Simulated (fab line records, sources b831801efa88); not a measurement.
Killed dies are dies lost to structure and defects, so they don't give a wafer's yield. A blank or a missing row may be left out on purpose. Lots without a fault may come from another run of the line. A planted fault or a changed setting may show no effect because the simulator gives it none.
fab line records | flow sky130
record lots=14 wafers=42 last_day=50
route steps=708 shown LDD_N@245
lots that met no fault: from a run of the same line without faults
start_h: hours from the record's first day to the start of the lot's first wafer shown | wait_h: hours since the lot's step before | " the same as in the row above | L1.1+2: a row that stands for several wafers | - no value, or no start given | * or withheld: withheld | < > ~ a bound
route shown NAME@n: a module of which the file shows steps, and the number in the route of the first | usual: mean/standard deviation of fault-free wafers | same: alike in all rows | chamber/n: place in a boat | sites: the reading at each site | _std_site: their standard deviation | _edge_site: outer sites' mean less inner sites' | radius_mm: how far each site lies from the wafer's centre | mask NAME#n: copy n | behind: the tool/chamber that last shaped the wafer | hold: why the lot was held/for how many hours/how that ended | device: the transistor (n, p or np) that didn't switch | end of line: the same wafers' tests at the end of the route | a step without rows: its recipe alone | killed: dies lost to structure and defects at the first sort, not the wafer's yield | map: a wafer's dies, x killed, . not, _ none there
set.NAME: the setting as run; set.NAME@STEP: as run at that earlier step | model.NAME: the simulator's own value behind a step, which no gauge read
steps of the route over a sample of lots; a table a step, a row a wafer
services: from which hour (start_h, from the record's first day; less than 0 if before it) a tool's chamber was out of use, for how many hours, and why
## steps
# step SKY_LDD_N_IMPLANT_08
# recipe species=As energy_kev=20 dose_cm2=7.5e+13 tilt_deg=withheld rotation_deg=23
# usual beam_on_s=9.98/0.2 dose_ions_cm2=7.499e+13/7.6e+10 faraday_current_uA=423/8.5
# columns lot.wafer tool chamber start_h wait_h beam_on_s dose_ions_cm2 faraday_current_uA
L552.1 implanter-03 0 398.61 0.0 10.20 7.511e+13 414
L552.4 " 0 " " 10.08 7.513e+13 416
L552.6 " 0 " " 10.08 7.502e+13 418
L553.1 implanter-02 0 406.92 0.0 10.19 7.52e+13 413
L553.4 " 0 " " 10.15 7.515e+13 416
L553.5 " 0 " " 9.89 7.5e+13 428
L555.2 implanter-01 0 425.12 0.0 10.13 7.501e+13 414
L555.3 " 0 " " 10.22 7.505e+13 413
L555.5 " 0 " " 9.99 7.495e+13 426
L560.2 implanter-01 0 475.20 0.0 56.49 6.2389e+14 623
L560.3 " 0 " " 58.45 6.2375e+14 602
L560.6 " 0 " " 56.62 6.2385e+14 622
L561.2 implanter-01 0 485.65 0.0 57.60 6.2378e+14 611
L561.3 " 0 " " 58.85 6.2377e+14 596
L561.6 " 0 " " 59.37 6.2387e+14 593
L562.1 implanter-01 0 488.32 0.0 59.71 6.2401e+14 588
L562.2 " 0 " " 59.58 6.2385e+14 591
L562.5 " 0 " " 59.78 6.2392e+14 586
L566.1 implanter-01 0 544.62 0.0 10.20 7.487e+13 416
L566.2 " 0 " " 10.25 7.489e+13 411
L566.6 " 0 " " 10.08 7.493e+13 420
L567.4 implanter-01 0 550.63 0.1 10.19 7.5e+13 413
L567.5 " 0 " " 10.15 7.503e+13 416
L567.6 " 0 " " 9.92 7.497e+13 428
L570.2 implanter-01 0 568.00 0.0 9.84 7.513e+13 431
L570.4 " 0 " " 9.94 7.51e+13 427
L570.6 " 0 " " 9.94 7.508e+13 424
L569.2 implanter-02 0 571.65 0.0 9.89 7.484e+13 427
L569.3 " 0 " " 9.91 7.513e+13 426
L569.6 " 0 " " 10.00 7.511e+13 425
L571.1 implanter-01 0 580.69 0.0 9.73 7.497e+13 435
L571.5 " 0 " " 10.45 7.495e+13 404
L571.6 " 0 " " 9.95 7.503e+13 425
L573.1 implanter-01 0 591.62 0.0 9.91 7.497e+13 427
L573.2 " 0 " " 10.00 7.498e+13 423
L573.4 " 0 " " 9.90 7.489e+13 427
L574.1 implanter-01 0 596.32 0.0 10.21 7.499e+13 414
L574.3 " 0 " " 10.10 7.498e+13 416
L574.4 " 0 " " 9.31 7.5e+13 452
L575.2 implanter-01 0 598.75 0.0 9.67 7.507e+13 435
L575.5 " 0 " " 9.77 7.508e+13 430
L575.6 " 0 " " 9.95 7.507e+13 424
# step SKY_LDD_N_STRIP_16
# recipe chemistry=O2/N2 power_w=1400 pressure_mtorr=1500 platen_temp_c=withheld o2_flow_sccm=3000 n2_flow_sccm=300 overash_fraction=0.5
# usual drypump_motor_current_A=5.8/0.44 oes_product_au=0.407/0.0051 strip_time_to_endpoint_s=4.320/0.015
# same overash_fraction=0.5
# columns lot.wafer tool chamber start_h wait_h drypump_motor_current_A oes_product_au rf_hours_counter_h strip_time_to_endpoint_s
L552.1 plasma_asher-01 1 399.81 0.1 5.7 0.409 59 4.326
L552.4 " 0 " " 5.1 0.410 - 4.323
L552.6 " 1 " " 5.7 0.407 - 4.329
L553.1 plasma_asher-03 1 408.12 0.1 5.8 0.404 69 4.295
L553.4 " 1 " " 5.8 0.406 - 4.295
L553.5 " 0 " " 6.5 0.409 - 4.291
L555.2 plasma_asher-03 0 426.30 0.1 6.5 0.397 71 4.298
L555.3 " 1 " " 5.8 0.408 - 4.308
L555.5 " 0 " " 6.5 0.405 - 4.325
L560.2 plasma_asher-01 1 476.37 0.1 5.7 0.403 67 5.515
L560.3 " 0 " " 5.1 0.412 - 5.541
L560.6 " 0 " " 5.1 0.410 - 5.553
L561.2 plasma_asher-03 0 486.82 0.1 6.5 0.399 77 5.528
L561.3 " 1 " " 5.8 0.403 - 5.532
L561.6 " 0 " " 6.5 0.408 - 5.528
L562.1 plasma_asher-04 1 489.52 0.1 5.9 0.408 37 5.557
L562.2 " 0 " " 5.7 0.408 37 5.585
L562.5 " 0 " " 5.7 0.399 - 5.557
L566.1 plasma_asher-03 1 545.82 0.1 5.8 0.406 83 4.329
L566.2 " 0 " " 6.5 0.403 83 4.297
L566.6 " 0 " " 6.4 0.413 - 4.310
L567.4 plasma_asher-03 1 551.79 0.1 5.8 0.419 - 4.336
L567.5 " 1 " " 5.8 0.411 - 4.310
L567.6 " 0 " " 6.5 0.409 - 4.334
L570.2 plasma_asher-01 0 569.17 0.1 5.1 0.402 77 4.339
L570.4 " 1 " " 5.7 0.413 - 4.322
L570.6 " 0 " " 5.1 0.403 - 4.337
L569.2 plasma_asher-04 0 572.82 0.1 5.7 0.411 45 4.300
L569.3 " 0 " " 5.7 0.405 - 4.328
L569.6 " 0 " " 5.7 0.402 - 4.324
L571.1 plasma_asher-01 1 581.89 0.1 5.8 0.404 78 4.334
L571.5 " 0 " " 5.1 0.403 - 4.324
L571.6 " 1 " " 5.7 0.413 - 4.335
L573.1 plasma_asher-03 0 592.82 0.1 6.5 0.410 87 4.342
L573.2 " 1 " " 5.8 0.406 87 4.299
L573.4 " 0 " " 6.5 0.408 - 4.338
L574.1 plasma_asher-01 1 597.52 0.1 5.7 0.402 80 4.294
L574.3 " 1 " " 5.7 0.406 - 4.291
L574.4 " 0 " " 5.1 0.405 - 4.336
L575.2 plasma_asher-03 1 599.92 0.1 5.8 0.414 88 4.338
L575.5 " 0 " " 6.5 0.410 - 4.331
L575.6 " 1 " " 5.8 0.403 - 4.323
# step SKY_LDD_N_TW_MEAS_17
# usual LDD_N_TW=2577/22
# columns lot.wafer tool chamber start_h wait_h LDD_N_TW
L552.1 film_metro-03 - 399.91 0.1 2603
L552.4 " - " " 2596
L552.6 " - " " 2597
L553.1 film_metro-04 - 408.22 0.1 2548
L553.4 " - " " 2557
L553.5 " - " " 2550
L555.2 film_metro-03 - 426.41 0.1 2602
L555.3 " - " " 2596
L555.5 " - " " 2594
L560.2 film_metro-01 - 476.48 0.1 2949
L560.3 " - " " 2931
L560.6 " - " " 2963
L561.2 film_metro-01 - 486.93 0.1 2945
L561.3 " - " " 2951
L561.6 " - " " 2945
L562.1 film_metro-03 - 489.62 0.1 3009
L562.2 " - " " 3003
L562.5 " - " " 3002
L566.1 film_metro-01 - 545.92 0.1 2562
L566.2 " - " " 2561
L566.6 " - " " 2569
L567.4 film_metro-03 - 551.89 0.1 2596
L567.5 " - " " 2592
L567.6 " - " " 2597
L570.2 film_metro-03 - 569.28 0.1 2598
L570.4 " - " " 2581
L570.6 " - " " 2589
L569.2 film_metro-03 - 572.93 0.1 2600
L569.3 " - " " 2594
L569.6 " - " " 2571
L571.1 film_metro-03 - 581.99 0.1 2581
L571.5 " - " " 2602
L571.6 " - " " 2586
L573.1 film_metro-01 - 592.92 0.1 2546
L573.2 " - " " 2538
L573.4 " - " " 2534
L574.1 film_metro-03 - 597.62 0.1 2591
L574.3 " - " " 2593
L574.4 " - " " 2582
L575.2 film_metro-03 - 600.03 0.1 2601
L575.5 " - " " 2598
L575.6 " - " " 2597
## services
# columns tool chamber start_h hours kind
plasma_asher-03 - 381.36 2.0 repair
plasma_asher-04 - 401.68 2.8 pm
implanter-03 - 424.06 3.8 repair
implanter-02 - 426.00 63.6 pm
implanter-03 - 457.98 5.5 pm
implanter-01 - 458.81 1.2 repair
implanter-03 - 480.60 6.3 repair
plasma_asher-03 - 501.43 2.8 pm
implanter-03 - 585.79 9.0 pm
plasma_asher-04 - 595.33 1.9 repair
## key
first_sign step=SKY_LDD_N_IMPLANT_08 reading=dose_ions_cm2 direction=up sigmas=99+ usual=* struck=*
effect step=SKY_LDD_N_IMPLANT_08 reading=beam_on_s direction=up sigmas=99+ usual=9.98 struck=58.50
effect step=SKY_LDD_N_STRIP_16 reading=strip_time_to_endpoint_s direction=up sigmas=80 usual=* struck=*
effect step=SKY_LDD_N_TW_MEAS_17 reading=LDD_N_TW direction=up sigmas=17 usual=2577 struck=2966
met_at SKY_LDD_N_IMPLANT_08
struck_lots L560,L561,L562
tester_left_out L560,L561,L562
onset_between 425.12 475.20
fault kind=process_parameter_drift tool=implanter-01 chamber=- onset_h=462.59 steps=SKY_LDD_N_IMPLANT_08 channel=dose_cm2 offset=* shape=step end_h=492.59 acts_in=* stated=*
# tester_left_out: of these lots the tester's yield and bins aren't shown, on N5 and GAA mostly nor the transistor test; their killed dies are dies lost to structure and defects alone, not to doping, threshold or leakage, so they don't give the yield
